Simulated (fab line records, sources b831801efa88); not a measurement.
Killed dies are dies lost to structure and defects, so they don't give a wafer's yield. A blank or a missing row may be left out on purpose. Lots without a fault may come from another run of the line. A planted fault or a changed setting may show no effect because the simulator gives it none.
fab line records | flow gf180mcu
record lots=5 wafers=15 last_day=34
route steps=602 shown V3@454 M4@456 V4@476
lots that met no fault: from a run of the same line without faults
start_h: hours from the record's first day to the start of the lot's first wafer shown | wait_h: hours since the lot's step before | " the same as in the row above | L1.1+2: a row that stands for several wafers | - no value, or no start given | * or withheld: withheld | < > ~ a bound
route shown NAME@n: a module of which the file shows steps, and the number in the route of the first | usual: mean/standard deviation of fault-free wafers | same: alike in all rows | chamber/n: place in a boat | sites: the reading at each site | _std_site: their standard deviation | _edge_site: outer sites' mean less inner sites' | radius_mm: how far each site lies from the wafer's centre | mask NAME#n: copy n | behind: the tool/chamber that last shaped the wafer | hold: why the lot was held/for how many hours/how that ended | device: the transistor (n, p or np) that didn't switch | end of line: the same wafers' tests at the end of the route | a step without rows: its recipe alone | killed: dies lost to structure and defects at the first sort, not the wafer's yield | map: a wafer's dies, x killed, . not, _ none there
set.NAME: the setting as run; set.NAME@STEP: as run at that earlier step | model.NAME: the simulator's own value behind a step, which no gauge read
lots at some steps of the route; a table a step, a row a wafer
services: from which hour (start_h, from the record's first day; less than 0 if before it) a tool's chamber was out of use, for how many hours, and why
## steps
# step GF_V3_THK_MEAS_25
# recipe thk_meas_gauge=xrf reads=W_of_V3_CVD_23
# usual V3_W_THK=352/5.9
# columns lot.wafer tool chamber start_h wait_h V3_W_THK[nm]
L076.2 film_metro-03 - 532.69 0.1 349
L076.4 " - " " 347
L076.6 " - " " 350
L082.1 film_metro-03 - 581.12 0.1 355
L082.2 " - " " 358
L082.5 " - " " 355
L083.2 film_metro-01 - 589.96 0.1 347
L083.4 " - " " 348
L083.6 " - " " 347
L089.1 film_metro-03 - 634.75 0.1 352
L089.2 " - " " 352
L089.4 " - " " 351
L095.1 film_metro-02 - 675.43 0.1 360
L095.4 " - " " 362
L095.6 " - " " 360
# step GF_V3_CMP_26
# recipe stop_on=SiO2 down_force_psi=3.5 platen_rpm=60 t_overpolish_s=15 target_thk_nm=0 pad_velocity_m_s=0.94248
# usual motor_current_A=10.7/1.1 overpolish_run_s=14.999/0.0094 platen_rpm=60.00/0.042 time_to_endpoint_s=84/4.1
# columns lot.wafer tool chamber start_h wait_h motor_current_A overpolish_run_s platen_rpm time_to_endpoint_s
L076.4 cmp-02 3 532.79 0.1 9.3 15.005 60.00 77
L076.2 " 0 " " 10.4 15.002 59.94 83
L076.6 " 3 " " 9.4 14.990 60.01 79
L082.1 cmp-02 3 581.28 0.1 9.2 14.990 59.94 82
L082.2 " 0 " " 10.8 14.995 60.04 89
L082.5 " 1 " " 9.9 14.989 60.06 88
L083.4 cmp-02 0 590.06 0.1 10.7 14.996 60.02 84
L083.2 " 1 " " 10.7 14.995 59.99 85
L083.6 " 0 " " 10.7 14.983 60.02 86
L089.4 cmp-02 0 634.81 0.0 10.3 15.000 60.05 80
L089.2 " 2 " " 9.6 15.010 59.99 80
L089.1 " 3 " " 8.8 14.981 60.05 76
L095.4 cmp-02 0 675.82 0.4 11.0 14.986 60.07 83
L095.1 " 1 " " 10.5 15.003 59.98 89
L095.6 " 0 " " 10.6 15.021 60.10 83
# step GF_M4_SPUTTER_00
# recipe material=Ti target_thk_nm=37.5 arriving_ion_energy_ev=80 substrate_temp_c=200 chamber_pressure_pa=2 power_w=4000 time_s=150
# usual substrate_temp_c=200.00/0.17 throttle_valve_pct=30.0/0.97
# columns lot.wafer tool chamber start_h wait_h substrate_temp_c throttle_valve_pct
L076.2 pvd_sputter-01 - 533.04 0.1 200.05 30.9
L076.4 " - " " 199.87 30.2
L076.6 " - " " 199.98 31.0
L082.1 pvd_sputter-04 - 581.48 0.1 200.22 29.4
L082.2 " - " " 199.98 31.1
L082.5 " - " " 199.83 29.7
L083.2 pvd_sputter-01 - 590.31 0.1 199.99 30.1
L083.4 " - " " 200.25 29.4
L083.6 " - " " 199.93 29.4
L089.1 pvd_sputter-04 - 635.11 0.1 199.70 29.7
L089.2 " - " " 200.19 31.4
L089.4 " - " " 200.14 31.9
L095.1 pvd_sputter-04 - 676.07 0.1 199.88 31.9
L095.4 " - " " 200.01 29.8
L095.6 " - " " 199.99 32.0
# step GF_M4_SPUTTER_01
# recipe material=TiN target_thk_nm=30 power_w=6500 time_s=25.59 chamber_pressure_pa=0.4
# usual throttle_valve_pct=30.0/0.96
# columns lot.wafer tool chamber start_h wait_h throttle_valve_pct
L076.2 pvd_sputter-01 - 533.14 0.1 31.0
L076.4 " - " " 30.1
L076.6 " - " " 30.8
L082.1 pvd_sputter-04 - 581.58 0.1 29.0
L082.2 " - " " 31.4
L082.5 " - " " 30.0
L083.2 pvd_sputter-01 - 590.41 0.1 30.3
L083.4 " - " " 29.9
L083.6 " - " " 29.6
L089.1 pvd_sputter-04 - 635.21 0.1 29.8
L089.2 " - " " 31.4
L089.4 " - " " 32.2
L095.1 pvd_sputter-04 - 676.17 0.1 31.9
L095.4 " - " " 29.6
L095.6 " - " " 32.1
# step GF_M4_SPUTTER_02
# recipe material=AlCu target_thk_nm=450 power_w=10600 time_s=23.9 chamber_pressure_pa=0.4
# usual throttle_valve_pct=30.0/0.94
# columns lot.wafer tool chamber start_h wait_h throttle_valve_pct
L076.2 pvd_sputter-01 - 533.17 0.0 30.9
L076.4 " - " " 30.5
L076.6 " - " " 31.1
L082.1 pvd_sputter-04 - 581.61 0.0 29.2
L082.2 " - " " 31.4
L082.5 " - " " 29.9
L083.2 pvd_sputter-01 - 590.44 0.0 30.6
L083.4 " - " " 29.6
L083.6 " - " " 29.6
L089.1 pvd_sputter-04 - 635.25 0.0 29.8
L089.2 " - " " 31.3
L089.4 " - " " 32.1
L095.1 pvd_sputter-04 - 676.20 0.0 32.2
L095.4 " - " " 29.9
L095.6 " - " " 32.0
# step GF_M4_SPUTTER_03
# recipe material=Ti target_thk_nm=10 substrate_temp_c=300 chamber_pressure_pa=0.3 power_w=3000 time_s=6.7
# usual substrate_temp_c=300.01/0.19 throttle_valve_pct=30.0/0.93
# columns lot.wafer tool chamber start_h wait_h substrate_temp_c throttle_valve_pct
L076.2 pvd_sputter-01 - 533.20 0.0 299.95 30.9
L076.4 " - " " 300.25 30.3
L076.6 " - " " 300.33 30.9
L082.1 pvd_sputter-04 - 581.64 0.0 299.84 28.9
L082.2 " - " " 299.82 31.3
L082.5 " - " " 300.12 29.8
L083.2 pvd_sputter-01 - 590.47 0.0 299.75 29.9
L083.4 " - " " 299.86 29.7
L083.6 " - " " 300.16 29.7
L089.1 pvd_sputter-04 - 635.28 0.0 300.26 29.8
L089.2 " - " " 299.69 31.2
L089.4 " - " " 299.98 32.2
L095.1 pvd_sputter-04 - 676.23 0.0 299.95 32.0
L095.4 " - " " 300.33 29.8
L095.6 " - " " 299.98 32.0
# step GF_M4_SPUTTER_04
# recipe material=TiN target_thk_nm=50 power_w=6500 time_s=41.7 chamber_pressure_pa=0.4
# usual throttle_valve_pct=30.0/0.97
# columns lot.wafer tool chamber start_h wait_h throttle_valve_pct
L076.2 pvd_sputter-01 - 533.22 0.0 30.9
L076.4 " - " " 30.0
L076.6 " - " " 31.0
L082.1 pvd_sputter-04 - 581.66 0.0 29.2
L082.2 " - " " 31.5
L082.5 " - " " 29.9
L083.2 pvd_sputter-01 - 590.49 0.0 30.3
L083.4 " - " " 29.4
L083.6 " - " " 29.8
L089.1 pvd_sputter-04 - 635.30 0.0 29.9
L089.2 " - " " 31.3
L089.4 " - " " 32.1
L095.1 pvd_sputter-04 - 676.25 0.0 31.8
L095.4 " - " " 29.9
L095.6 " - " " 32.1
# step GF_M4_RS_MEAS_05
# recipe thk_meas_gauge=four-point-probe reads=TiN_of_M4_SPUTTER_04+Ti_of_M4_SPUTTER_03+AlCu_of_M4_SPUTTER_02+TiN_of_M4_SPUTTER_01+Ti_of_M4_SPUTTER_00
# usual M4_ALCU_RS=0.0697/0.00072
# columns lot.wafer tool chamber start_h wait_h M4_ALCU_RS[ohm/sq]
L076.2 film_metro-04 - 533.28 0.0 0.0692
L076.4 " - " " 0.0692
L076.6 " - " " 0.0694
L082.1 film_metro-04 - 581.70 0.0 0.0706
L082.2 " - " " 0.0690
L082.5 " - " " 0.0697
L083.2 film_metro-04 - 590.55 0.0 0.0692
L083.4 " - " " 0.0698
L083.6 " - " " 0.0691
L089.1 film_metro-03 - 635.34 0.0 0.0695
L089.2 " - " " 0.0694
L089.4 " - " " 0.0698
L095.1 film_metro-04 - 676.29 0.0 0.0699
L095.4 " - " " 0.0696
L095.6 " - " " 0.0696
# step GF_M4_THK_MEAS_06
# recipe thk_meas_gauge=xrf reads=AlCu_of_M4_SPUTTER_02
# usual M4_ALCU_THK=445/5.3
# columns lot.wafer tool chamber start_h wait_h M4_ALCU_THK[nm]
L076.2 film_metro-04 - 533.39 0.1 448
L076.4 " - " " 448
L076.6 " - " " 448
L082.1 film_metro-04 - 581.82 0.1 438
L082.2 " - " " 446
L082.5 " - " " 443
L083.2 film_metro-04 - 590.66 0.1 445
L083.4 " - " " 443
L083.6 " - " " 443
L089.1 film_metro-03 - 635.46 0.1 450
L089.2 " - " " 449
L089.4 " - " " 449
L095.1 film_metro-04 - 676.41 0.1 444
L095.4 " - " " 445
L095.6 " - " " 443
# step GF_M4_DEHYDRATE_07
# recipe temp_c=200 time_s=60
# usual chill_plate_temp_C=22.99/0.11
# columns lot.wafer tool chamber start_h wait_h chill_plate_temp_C
L076.2 litho_track-02 0 543.65 10.3 22.77
L076.4 " 0 " " 22.85
L076.6 " 0 " " 22.85
L082.1 litho_track-04 0 591.73 9.9 23.04
L082.2 " 0 " " 23.13
L082.5 " 0 " " 23.31
L083.2 litho_track-04 0 600.86 10.2 23.03
L083.4 " 0 " " 22.92
L083.6 " 0 " " 22.95
L089.1 litho_track-02 0 645.38 9.9 23.02
L089.2 " 0 " " 23.10
L089.4 " 0 " " 23.06
L095.1 litho_track-03 0 685.91 9.5 22.78
L095.4 " 0 " " 23.02
L095.6 " 0 " " 22.99
# step GF_M4_HMDS_08
# recipe prime_time_s=60 prime_temp_c=120
# usual chill_plate_temp_C=22.99/0.12
# columns lot.wafer tool chamber start_h wait_h chill_plate_temp_C
L076.2 litho_track-02 0 543.80 0.1 22.97
L076.4 " 0 " " 22.87
L076.6 " 0 " " 22.96
L082.1 litho_track-04 0 591.88 0.1 22.80
L082.2 " 0 " " 22.96
L082.5 " 0 " " 23.06
L083.2 litho_track-04 0 601.01 0.1 22.86
L083.4 " 0 " " 23.02
L083.6 " 0 " " 23.06
L089.1 litho_track-02 0 645.53 0.1 22.88
L089.2 " 0 " " 23.14
L089.4 " 0 " " 22.88
L095.1 litho_track-03 0 686.06 0.1 22.91
L095.4 " 0 " " 23.12
L095.6 " 0 " " 23.03
# step GF_M4_COAT_09
# recipe resist=KrF spin_rpm=withheld resist_thk_nm=1000
# usual chill_plate_temp_C=23.00/0.12
# columns lot.wafer tool chamber start_h wait_h chill_plate_temp_C
L076.2 litho_track-02 0 543.95 0.1 23.05
L076.4 " 0 " " 22.94
L076.6 " 0 " " 22.90
L082.1 litho_track-04 0 592.03 0.1 23.10
L082.2 " 0 " " 23.08
L082.5 " 0 " " 22.89
L083.2 litho_track-04 0 601.16 0.1 22.93
L083.4 " 0 " " 22.97
L083.6 " 0 " " 22.96
L089.1 litho_track-02 0 645.68 0.1 22.90
L089.2 " 0 " " 22.93
L089.4 " 0 " " 22.91
L095.1 litho_track-03 0 686.21 0.1 23.15
L095.4 " 0 " " 23.29
L095.6 " 0 " " 23.23
# step GF_M4_SOFTBAKE_10
# recipe temp_c=130 time_s=60 resist=KrF
# usual chill_plate_temp_C=23.00/0.097
# columns lot.wafer tool chamber start_h wait_h chill_plate_temp_C
L076.2 litho_track-02 0 544.10 0.1 22.95
L076.4 " 0 " " 23.10
L076.6 " 0 " " 22.97
L082.1 litho_track-04 0 592.18 0.1 22.96
L082.2 " 0 " " 23.16
L082.5 " 0 " " 23.02
L083.2 litho_track-04 0 601.31 0.1 22.87
L083.4 " 0 " " 22.99
L083.6 " 0 " " 22.96
L089.1 litho_track-02 0 645.83 0.1 22.86
L089.2 " 0 " " 23.00
L089.4 " 0 " " 22.97
L095.1 litho_track-03 0 686.36 0.1 22.98
L095.4 " 0 " " 23.00
L095.6 " 0 " " 23.02
# step GF_M4_EXPOSE_11
# recipe mask_id=Metal4 target_cd_nm=280 na=0.68 source_shape=conventional sigma_outer=0.6 dose_mj=28
# same sigma_outer=0.6
# columns lot.wafer tool chamber start_h wait_h mask
L076.2+4+6 krf_scanner-01 0 - - Metal4#0
L082.1+2+5 krf_scanner-01 0 - - Metal4#0
L083.2+4+6 krf_scanner-02 0 - - Metal4#0
L089.1+2+4 krf_scanner-02 0 - - Metal4#0
L095.1+4+6 krf_scanner-02 0 - - Metal4#0
# step GF_M4_PEB_12
# recipe peb_temp_c=135 peb_time_s=90 resist=KrF
# usual chill_plate_temp_C=23.01/0.1
# columns lot.wafer tool chamber start_h wait_h chill_plate_temp_C
L076.2 litho_track-04 0 - - 23.02
L076.4 " 0 " " 23.04
L076.6 " 0 " " 23.12
L082.1 litho_track-04 0 - - 22.86
L082.2 " 0 " " 22.98
L082.5 " 0 " " 23.01
L083.2 litho_track-02 0 - - 23.00
L083.4 " 0 " " 23.18
L083.6 " 0 " " 23.02
L089.1 litho_track-04 0 - - 22.99
L089.2 " 0 " " 22.98
L089.4 " 0 " " 22.98
L095.1 litho_track-02 0 - - 23.00
L095.4 " 0 " " 23.05
L095.6 " 0 " " 22.98
# step GF_M4_DEVELOP_13
# recipe develop_time_s=60 dev_temp_c=21
# usual chill_plate_temp_C=23.01/0.1
# columns lot.wafer tool chamber start_h wait_h chill_plate_temp_C
L076.2 litho_track-04 0 555.56 0.2 23.07
L076.4 " 0 " " 23.08
L076.6 " 0 " " 22.98
L082.1 litho_track-04 0 602.83 0.2 23.11
L082.2 " 0 " " 23.14
L082.5 " 0 " " 23.09
L083.2 litho_track-02 0 611.25 0.2 23.08
L083.4 " 0 " " 23.01
L083.6 " 0 " " 23.15
L089.1 litho_track-04 0 654.98 0.2 23.13
L089.2 " 0 " " 22.99
L089.4 " 0 " " 22.93
L095.1 litho_track-02 0 695.38 0.2 22.82
L095.4 " 0 " " 22.91
L095.6 " 0 " " 22.82
# step GF_M4_CD_MEAS_14
# recipe target_cd_nm=280
# usual cd_nm=280.3/1.1
# columns lot.wafer tool chamber start_h wait_h cd_nm
L076.2 cd_sem-01 - 555.70 0.1 279.9
L076.4 " - " " 279.4
L076.6 " - " " 280.4
L082.1 cd_sem-02 - 602.98 0.1 282.1
L082.2 " - " " 280.3
L082.5 " - " " 280.5
L083.2 cd_sem-01 - 611.40 0.1 282.2
L083.4 " - " " 282.6
L083.6 " - " " 281.2
L089.1 cd_sem-02 - 655.13 0.1 279.1
L089.2 " - " " 278.8
L089.4 " - " " 278.1
L095.1 cd_sem-02 - 695.53 0.1 280.8
L095.4 " - " " 280.6
L095.6 " - " " 281.3
# step GF_M4_OVL_MEAS_15
# usual M4_OVL=3/5.9
# columns lot.wafer tool chamber start_h wait_h M4_OVL[nm]
L076.2 overlay-02 - 555.81 0.1 -5
L076.4 " - " " -2
L076.6 " - " " -3
L082.1 overlay-01 - 603.10 0.1 -10
L082.2 " - " " -2
L082.5 " - " " -4
L083.2 overlay-01 - 611.50 0.1 20
L083.4 " - " " 15
L083.6 " - " " 8
L089.1 overlay-02 - 655.25 0.1 7
L089.2 " - " " 9
L089.4 " - " " 12
L095.1 overlay-01 - 695.65 0.1 4
L095.4 " - " " 13
L095.6 " - " " 10
# step GF_M4_METAL_ETCH_16
# recipe chemistry=Cl2/BCl3 mask_material=KrF target_depth_nm=750.8 stop_on=SiO2 pressure_mtorr=8 icp_w=800 bias_w=140 Cl2_flow_sccm=80 bcl3_flow_sccm=40 time_s=125.1
# usual drypump_motor_current_A=5.3/0.4 oes_product_au=0.991/0.0053 rf_fwd_power_W=796.7/2.5 throttle_valve_pct=28.227/0.0098
# columns lot.wafer tool chamber start_h wait_h drypump_motor_current_A oes_product_au rf_fwd_power_W rf_hours_counter_h throttle_valve_pct
L076.2 rie_metal-04 1 555.84 0.0 5.4 0.982 795.1 7 28.236
L076.4 " 1 " " 5.3 0.983 796.0 - 28.240
L076.6 " 0 " " 5.8 0.991 795.7 - 28.245
L082.1 rie_metal-01 1 603.14 0.0 5.9 0.983 796.8 13 28.213
L082.2 " 0 " " 5.0 0.995 796.4 3 28.231
L082.5 " 0 " " 5.0 0.998 793.7 - 28.227
L083.2 rie_metal-04 1 611.53 0.0 5.4 0.982 791.3 9 28.234
L083.4 " 1 " " 5.4 0.987 790.9 - 28.239
L083.6 " 1 " " 5.4 0.993 793.0 - 28.212
L089.1 rie_metal-04 0 655.29 0.0 5.8 1.000 795.5 14 28.218
L089.2 " 1 " " 5.4 0.998 797.1 11 28.231
L089.4 " 0 " " 5.8 0.993 796.9 - 28.226
L095.1 rie_metal-02 0 695.68 0.0 5.1 0.989 798.8 2 28.229
L095.4 " 1 " " 4.8 0.993 794.4 - 28.228
L095.6 " 1 " " 4.8 0.999 795.9 - 28.214
# step GF_M4_STRIP_17
# recipe chemistry=O2/N2 power_w=1400 pressure_mtorr=1500 platen_temp_c=250 o2_flow_sccm=3000 n2_flow_sccm=300 overash_fraction=0.5
# usual drypump_motor_current_A=5.5/0.61 heater_power_w=351/38 oes_product_au=0.536/0.0048 strip_time_to_endpoint_s=7.38/0.042
# columns lot.wafer tool chamber start_h wait_h drypump_motor_current_A heater_power_w oes_product_au rf_hours_counter_h strip_time_to_endpoint_s
L076.2 plasma_asher-04 1 555.97 0.1 5.6 410 0.544 97 7.43
L076.4 " 0 " " 4.6 316 0.544 - 7.40
L076.6 " 0 " " 4.6 310 0.534 - 7.34
L082.1 plasma_asher-02 1 603.27 0.1 5.8 322 0.542 46 7.44
L082.2 " 0 " " 6.3 321 0.532 46 7.42
L082.5 " 0 " " 6.3 329 0.540 - 7.42
L083.2 plasma_asher-02 0 611.66 0.1 6.3 320 0.542 47 7.44
L083.4 " 1 " " 5.9 324 0.539 - 7.46
L083.6 " 1 " " 5.8 327 0.548 - 7.41
L089.1 plasma_asher-02 0 655.42 0.1 6.3 324 0.539 51 7.38
L089.2 " 1 " " 5.8 329 0.549 51 7.45
L089.4 " 0 " " 6.3 316 0.542 - 7.38
L095.1 plasma_asher-01 0 695.81 0.1 5.9 376 0.537 28 7.41
L095.4 " 1 " " 4.9 348 0.542 - 7.36
L095.6 " 0 " " 5.9 362 0.527 - 7.39
# step GF_M4_STRIP_18
# recipe chemistry=post_etch_residue_remover time_s=1200 temp_c=72.5
# usual bath_guard_temp_C=72.3/0.35
# columns lot.wafer tool chamber start_h wait_h bath_guard_temp_C
L076.2 wet_bench-02 2 556.07 0.1 72.5
L076.4 " 2 " " 72.2
L076.6 " 2 " " 72.4
L082.1 wet_bench-01 2 603.37 0.1 72.6
L082.2 " 2 " " 72.5
L082.5 " 2 " " 72.9
L083.2 wet_bench-01 2 611.76 0.1 72.6
L083.4 " 2 " " 72.4
L083.6 " 2 " " 72.5
L089.1 wet_bench-01 1 655.52 0.1 72.3
L089.2 " 1 " " 72.6
L089.4 " 1 " " 72.4
L095.1 wet_bench-01 1 695.91 0.1 72.6
L095.4 " 1 " " 72.5
L095.6 " 1 " " 72.7
# step GF_M4_CLEAN_19
# recipe chemistry=DIW dry=n2_spin
# columns lot.wafer tool chamber start_h wait_h
L076.2+4+6 wet_bench-01 0 556.41 0.0
L082.1+2+5 wet_bench-04 3 603.77 0.0
L083.2+4+6 wet_bench-02 0 612.13 0.0
L089.1+2+4 wet_bench-04 1 656.33 0.0
L095.1+4+6 wet_bench-02 1 696.25 0.0
# step GF_V4_CVD_00
# recipe material=SiO2 target_thk_nm=600 sigma_open_frac=0.3 temp_c=400 time_s=100 sih4_flow_sccm=60 pressure_mtorr=6
# columns lot.wafer tool chamber start_h wait_h
L076.2+4+6 hdpcvd-01 1,0,1 556.50 0.0
L082.1+2+5 hdpcvd-01 0,2,1 603.96 0.0
L083.2+4+6 hdpcvd-01 0,0,1 612.23 0.0
L089.1+2+4 hdpcvd-02 1,2,2 656.42 0.0
L095.1+4+6 hdpcvd-01 1,2,0 696.34 0.0
# step GF_V4_THK_MEAS_01
# recipe reads=SiO2_of_V4_CVD_00
# usual V4_CVD_00_THK=598/5.6
# columns lot.wafer tool chamber start_h wait_h V4_CVD_00_THK[nm]
L076.2 film_metro-01 - 556.62 0.1 592
L076.4 " - " " 587
L076.6 " - " " 588
L082.1 film_metro-01 - 604.03 0.0 600
L082.2 " - " " 603
L082.5 " - " " 601
L083.2 film_metro-01 - 612.31 0.0 606
L083.4 " - " " 603
L083.6 " - " " 607
L089.1 film_metro-02 - 656.49 0.0 600
L089.2 " - " " 600
L089.4 " - " " 611
L095.1 film_metro-04 - 696.42 0.0 607
L095.4 " - " " 602
L095.6 " - " " 593
# step GF_V4_CVD_02
# recipe material=SiO2 target_thk_nm=850 precursor=TEOS temp_c=400 time_s=94.851 rf_w=600
# usual heater_power_w=681/140 rf_fwd_power_W=596.2/2
# columns lot.wafer tool chamber start_h wait_h heater_power_w rf_fwd_power_W
L076.2 pecvd-01 0 556.67 0.0 679 594.9
L076.4 " 1 " " 548 595.1
L076.6 " 0 " " 564 595.8
L082.1 pecvd-04 1 604.09 0.1 479 592.2
L082.2 " 0 " " 739 592.8
L082.5 " 2 " " 612 592.4
L083.2 pecvd-01 1 612.36 0.0 629 598.4
L083.4 " 0 " " 569 592.9
L083.6 " 2 " " 552 600.9
L089.1 pecvd-02 2 656.55 0.1 920 596.2
L089.2 " 1 " " 554 596.0
L089.4 " 0 " " 694 600.3
L095.1 pecvd-02 1 696.48 0.1 564 596.3
L095.4 " 1 " " 482 596.0
L095.6 " 2 " " 954 597.7
# step GF_V4_THK_MEAS_03
# recipe reads=SiO2_of_V4_CVD_02
# usual V4_CVD_02_THK=848/13
# columns lot.wafer tool chamber start_h wait_h V4_CVD_02_THK[nm]
L076.2 film_metro-04 - 556.75 0.0 857
L076.4 " - " " 858
L076.6 " - " " 857
L082.1 film_metro-02 - 604.16 0.0 841
L082.2 " - " " 832
L082.5 " - " " 854
L083.2 film_metro-01 - 612.44 0.0 859
L083.4 " - " " 873
L083.6 " - " " 870
L089.1 film_metro-04 - 656.62 0.0 870
L089.2 " - " " 840
L089.4 " - " " 859
L095.1 film_metro-04 - 696.55 0.0 840
L095.4 " - " " 863
L095.6 " - " " 870
# step GF_V4_CMP_04
# recipe material=SiO2 down_force_psi=4 platen_rpm=60 pad_velocity_m_s=0.94248
# usual motor_current_A=12.2/1.2 platen_rpm=60.00/0.038 time_to_endpoint_s=80/6.3
# columns lot.wafer tool chamber start_h wait_h motor_current_A platen_rpm time_to_endpoint_s
L076.2 cmp-01 2 556.98 0.2 13.1 60.05 75
L076.4 " 3 " " 13.3 60.03 81
L076.6 " 2 " " 11.8 60.02 77
L082.1 cmp-01 3 604.22 0.1 14.1 60.00 84
L082.2 " 2 " " 12.5 60.04 78
L082.5 " 0 " " 13.0 60.04 89
L083.4 cmp-01 1 612.49 0.0 12.2 59.97 94
L083.2 " 0 " " 12.2 59.98 82
L083.6 " 1 " " 12.2 60.03 91
L089.1 cmp-02 3 656.73 0.1 9.0 60.03 80
L089.2 " 0 " " 11.5 60.00 73
L089.4 " 1 " " 10.8 59.96 85
L095.1 cmp-01 3 696.71 0.1 13.5 60.03 81
L095.4 " 0 " " 13.3 60.00 92
L095.6 " 1 " " 12.3 59.93 96
# step GF_V4_BOW_MEAS_05
# recipe mode=bow
# usual V4_BOW=134/11
# columns lot.wafer tool chamber start_h wait_h V4_BOW[um]
L076.2 film_metro-02 - 557.25 0.2 105
L076.4 " - " " 126
L076.6 " - " " 116
L082.1 film_metro-04 - 604.52 0.2 131
L082.2 " - " " 135
L082.5 " - " " 133
L083.2 film_metro-01 - 612.81 0.1 149
L083.4 " - " " 129
L083.6 " - " " 139
L089.1 film_metro-04 - 656.98 0.2 137
L089.2 " - " " 139
L089.4 " - " " 132
L095.1 film_metro-04 - 696.91 0.1 146
L095.4 " - " " 152
L095.6 " - " " 141
# step GF_V4_DEHYDRATE_06
# recipe temp_c=200 time_s=60
# usual chill_plate_temp_C=23.02/0.11
# columns lot.wafer tool chamber start_h wait_h chill_plate_temp_C
L076.2 litho_track-04 0 567.31 10.0 22.91
L076.4 " 0 " " 22.98
L076.6 " 0 " " 22.95
L082.1 litho_track-01 0 614.26 9.7 23.07
L082.2 " 0 " " 23.17
L082.5 " 0 " " 23.12
L083.2 litho_track-04 0 622.71 9.9 22.93
L083.4 " 0 " " 22.92
L083.6 " 0 " " 22.97
L089.1 litho_track-03 0 666.66 9.7 23.11
L089.2 " 0 " " 23.07
L089.4 " 0 " " 23.11
L095.1 litho_track-03 0 705.86 8.9 23.09
L095.4 " 0 " " 23.04
L095.6 " 0 " " 22.93
# step GF_V4_HMDS_07
# recipe prime_time_s=60 prime_temp_c=120
# usual chill_plate_temp_C=22.99/0.095
# columns lot.wafer tool chamber start_h wait_h chill_plate_temp_C
L076.2 litho_track-04 0 567.46 0.1 23.02
L076.4 " 0 " " 23.18
L076.6 " 0 " " 23.06
L082.1 litho_track-01 0 614.41 0.1 23.15
L082.2 " 0 " " 23.06
L082.5 " 0 " " 23.27
L083.2 litho_track-04 0 622.86 0.1 23.07
L083.4 " 0 " " 23.12
L083.6 " 0 " " 23.04
L089.1 litho_track-03 0 666.81 0.1 22.96
L089.2 " 0 " " 23.00
L089.4 " 0 " " 22.98
L095.1 litho_track-03 0 706.01 0.1 23.01
L095.4 " 0 " " 23.05
L095.6 " 0 " " 23.13
# step GF_V4_COAT_08
# recipe resist=BARC temp_c=withheld time_s=withheld spin_rpm=withheld resist_thk_nm=withheld
# usual chill_plate_temp_C=*
# columns lot.wafer tool chamber start_h wait_h chill_plate_temp_C
L076.2 litho_track-04 0 567.61 0.1 *
L076.4 " 0 " " *
L076.6 " 0 " " *
L082.1 litho_track-01 0 614.56 0.1 *
L082.2 " 0 " " *
L082.5 " 0 " " *
L083.2 litho_track-04 0 623.01 0.1 *
L083.4 " 0 " " *
L083.6 " 0 " " *
L089.1 litho_track-03 0 666.96 0.1 *
L089.2 " 0 " " *
L089.4 " 0 " " *
L095.1 litho_track-03 0 706.16 0.1 *
L095.4 " 0 " " *
L095.6 " 0 " " *
# step GF_V4_COAT_09
# recipe resist=KrF spin_rpm=withheld resist_thk_nm=1000
# usual chill_plate_temp_C=23.00/0.1
# columns lot.wafer tool chamber start_h wait_h chill_plate_temp_C
L076.2 litho_track-04 0 - - 22.98
L076.4 " 0 " " 23.14
L076.6 " 0 " " 23.04
L082.1 litho_track-01 0 - - 23.01
L082.2 " 0 " " 22.98
L082.5 " 0 " " 22.96
L083.2 litho_track-04 0 - - 23.23
L083.4 " 0 " " 22.96
L083.6 " 0 " " 23.13
L089.1 litho_track-03 0 - - 22.99
L089.2 " 0 " " 22.90
L089.4 " 0 " " 23.02
L095.1 litho_track-03 0 - - 22.78
L095.4 " 0 " " 22.79
L095.6 " 0 " " 22.86
# step GF_V4_SOFTBAKE_10
# recipe temp_c=130 time_s=60 resist=KrF
# usual chill_plate_temp_C=22.97/0.11
# columns lot.wafer tool chamber start_h wait_h chill_plate_temp_C
L076.2 litho_track-04 0 - - 23.00
L076.4 " 0 " " 23.09
L076.6 " 0 " " 22.94
L082.1 litho_track-01 0 - - 23.12
L082.2 " 0 " " 22.94
L082.5 " 0 " " 23.17
L083.2 litho_track-04 0 - - 22.96
L083.4 " 0 " " 22.85
L083.6 " 0 " " 22.90
L089.1 litho_track-03 0 - - 22.99
L089.2 " 0 " " 22.92
L089.4 " 0 " " 22.87
L095.1 litho_track-03 0 - - 23.08
L095.4 " 0 " " 22.99
L095.6 " 0 " " 23.02
# step GF_V4_EXPOSE_11
# recipe mask_id=Via4 target_cd_nm=260 na=0.68 source_shape=conventional sigma_outer=0.6 dose_mj=38
# same sigma_outer=0.6
# columns lot.wafer tool chamber start_h wait_h mask
L076.2+4+6 krf_scanner-02 0 - - Via4#0
L082.1+2+5 krf_scanner-02 0 - - Via4#0
L083.2+4+6 krf_scanner-01 0 - - Via4#0
L089.1+2+4 krf_scanner-01 0 - - Via4#0
L095.1+4+6 krf_scanner-01 0 - - Via4#0
## services
# columns tool chamber start_h hours kind
pvd_sputter-04 - 518.50 2.4 repair
pvd_sputter-04 - 523.75 4.2 repair
hdpcvd-01 - 539.25 15.0 pm
krf_scanner-02 - 552.12 4.3 repair
cmp-02 - 554.24 6.2 pm
krf_scanner-01 - 557.04 0.6 repair
cmp-01 - 558.74 4.3 repair
cmp-02 - 564.15 0.5 repair
cmp-02 - 572.24 4.0 pm
krf_scanner-01 - 577.07 0.8 pm
krf_scanner-01 - 579.04 2.8 repair
krf_scanner-02 - 585.34 0.8 pm
krf_scanner-01 - 586.23 5.9 repair
krf_scanner-02 - 592.11 1.0 pm
krf_scanner-01 - 593.11 1.3 pm
cmp-02 - 611.73 11.3 pm
krf_scanner-01 - 622.14 1.0 pm
cmp-02 - 629.78 1.0 repair
pvd_sputter-04 - 639.14 1.1 repair
hdpcvd-01 1 668.58 7.9 repair
krf_scanner-02 - 671.01 1.3 pm
cmp-01 - 674.57 5.6 pm
krf_scanner-02 - 696.23 4.4 pm
cmp-02 - 701.59 5.5 pm
## key
fault none
